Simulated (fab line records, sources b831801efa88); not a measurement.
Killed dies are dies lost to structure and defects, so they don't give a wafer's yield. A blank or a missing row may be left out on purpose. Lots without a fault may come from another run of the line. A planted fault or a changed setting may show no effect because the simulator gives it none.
A struck lot beside a sound one | flow sky130 | 19 steps out of a route of 708
Sound: wafers L928.1, L928.2, L928.6. Struck: wafers L937.1, L937.5, L937.6. The cause comes at the end.
At each step with rows: each side's tool, then ch and its chambers, then its first start. Under that, the readings that differ: sound wafers | struck wafers | difference of the means | sigmas: that difference in standard deviations of wafers without a fault.
alike: readings whose means differ by less than 2 such deviations, and words and numbers that are the same on both sides. not compared: withheld readings, readings that some wafer has no value for, bounds like >300 that may hide the same value, and numbers for which the record gives no deviation and whose values overlap.
The two part at a step that has a row with sigmas, a row that says differs or no value, or rows on one side only. Numbers that don't overlap but have no deviation are shown without sigmas and don't part them. A reading that every wafer of one side lacks parts them only if that side has two wafers or more.

SKY_FIELD_ISO_BOW_MEAS_00:
  sound on film_metro-04, day 2 21:00; struck on film_metro-04, day 4 18:00
  alike: INCOMING_BOW
then, 1 step without rows for these wafers: SKY_FIELD_ISO_OXIDATION_01 (stabilise 600 s, purge 300 s, target thk 12 nm).
SKY_FIELD_ISO_THK_MEAS_02:
  sound on film_metro-03, day 2 23:44; struck on film_metro-01, day 4 19:38
  alike: FIELD_ISO_OXIDATION_00_THK
then, 1 step without rows for these wafers: SKY_FIELD_ISO_CVD_03 (deposits Si3N4 from DCS/NH3, target thk 165 nm, time 2830 s).
SKY_FIELD_ISO_THK_MEAS_04:
  sound on film_metro-01, day 3 01:35; struck on film_metro-04, day 4 21:29
  reading                   | sound             | struck            | difference | sigmas
  FIELD_ISO_CVD_03_THK (nm) | 162.5 163.5 162.9 | 165.9 165.4 166.8 | +3.1       | +2
then, 3 steps without rows for these wafers: SKY_FIELD_ISO_DEHYDRATE_05 (time 60 s); SKY_FIELD_ISO_HMDS_06 (prime time 60 s); SKY_FIELD_ISO_COAT_07 (resist thk 59.51 nm).
SKY_FIELD_ISO_COAT_08: resist thk 450 nm.
  sound on litho_track-04 ch 0, day 3 09:00; struck on litho_track-02 ch 0, day 5 06:00
  reading                                          | sound                | struck               | difference | sigmas
  spin_speed_rpm (rpm)                             | 2997.2 2999.8 2997.3 | 2662.8 2659.4 2658.3 | -337.9     | -99 or more
  model.KrF-thick_of_FIELD_ISO_COAT_08.thk_nm (nm) | 451.2 452.4 451.1    | 480.1 478.9 480.7    | +28.3      |
then, 4 steps without rows for these wafers: SKY_FIELD_ISO_SOFTBAKE_09 (time 90 s); SKY_FIELD_ISO_EXPOSE_10 (exposes mask FOM, target cd 150 nm); SKY_FIELD_ISO_PEB_11; SKY_FIELD_ISO_DEVELOP_12 (develop time 60 s).
SKY_FIELD_ISO_CD_MEAS_13: target cd 150 nm.
  sound on cd_sem-02, day 3 16:41; struck on cd_sem-01, day 5 15:27
  alike: cd_nm
SKY_FIELD_ISO_ETCH_14: etches BARC in N2/H2, stops on SiO2, time 45.9 s, target depth 60 nm.
  sound on rie_diel-04 ch 0,1,3, day 3 16:49; struck on rie_diel-04 ch 1,3, day 5 15:34
  alike: drypump_motor_current_A, oes_product_au, throttle_valve_pct
  not compared: rf_hours_counter_h
SKY_FIELD_ISO_ETCH_15: etches the open film in CHF3/O2, stops on Si, target depth 180 nm, time 72 s.
  sound on rie_diel-04 ch 0,1,3, day 3 16:51; struck on rie_diel-04 ch 1,3, day 5 15:37
  reading                                          | sound             | struck            | difference | sigmas
  oes_product_au (a.u.)                            | 0.932 0.940 0.939 | 0.953 0.953 0.959 | +0.018     | +3
  model.KrF-thick_of_FIELD_ISO_COAT_08.thk_nm (nm) | 238.3 240.3 236.2 | 269 265.6 264.8   | +28        |
  alike: drypump_motor_current_A, throttle_valve_pct
  not compared: rf_hours_counter_h
SKY_FIELD_ISO_STRIP_16: strips in O2/N2.
  sound on plasma_asher-01 ch 0,1, day 3 16:55; struck on plasma_asher-01 ch 0,1, day 5 15:40
  reading                      | sound             | struck            | difference | sigmas
  strip_time_to_endpoint_s (s) | 3.572 3.583 3.554 | 3.873 3.854 3.842 | +0.287     | +11
  alike: drypump_motor_current_A, oes_product_au
  not compared: rf_hours_counter_h
SKY_FIELD_ISO_ETCH_17: etches Si in HBr/Cl2/O2, target depth 342 nm, time 97.7 s.
  sound on rie_si-02 ch 0,2, day 3 17:01; struck on rie_si-01 ch 0,1,2, day 5 15:46
  alike: drypump_motor_current_A, oes_product_au, throttle_valve_pct
  not compared: rf_hours_counter_h
-- the record jumps here: 44 days lie between the struck wafers' starts before and after (it left off in module FIELD_ISO and takes up again in module PAD_OPEN, whose first step shown is number 708 of the route) --
SKY_PAD_OPEN_PROBE_99:
  sound on prober-01, day 47 08:59; struck on prober-02, day 49 17:16
  alike: killed_at_M0_to_M3, killed_at_M4_up, killed_at_contacts, killed_at_front_end, killed_at_other, killed_dies, killed_open, killed_short

WHERE THEY PART
First at SKY_FIELD_ISO_THK_MEAS_04; last, within this record, at SKY_FIELD_ISO_STRIP_16. Later steps at which nothing parts them and some readings are alike: SKY_FIELD_ISO_ETCH_17, SKY_PAD_OPEN_PROBE_99.

WHY: what the simulator had put in
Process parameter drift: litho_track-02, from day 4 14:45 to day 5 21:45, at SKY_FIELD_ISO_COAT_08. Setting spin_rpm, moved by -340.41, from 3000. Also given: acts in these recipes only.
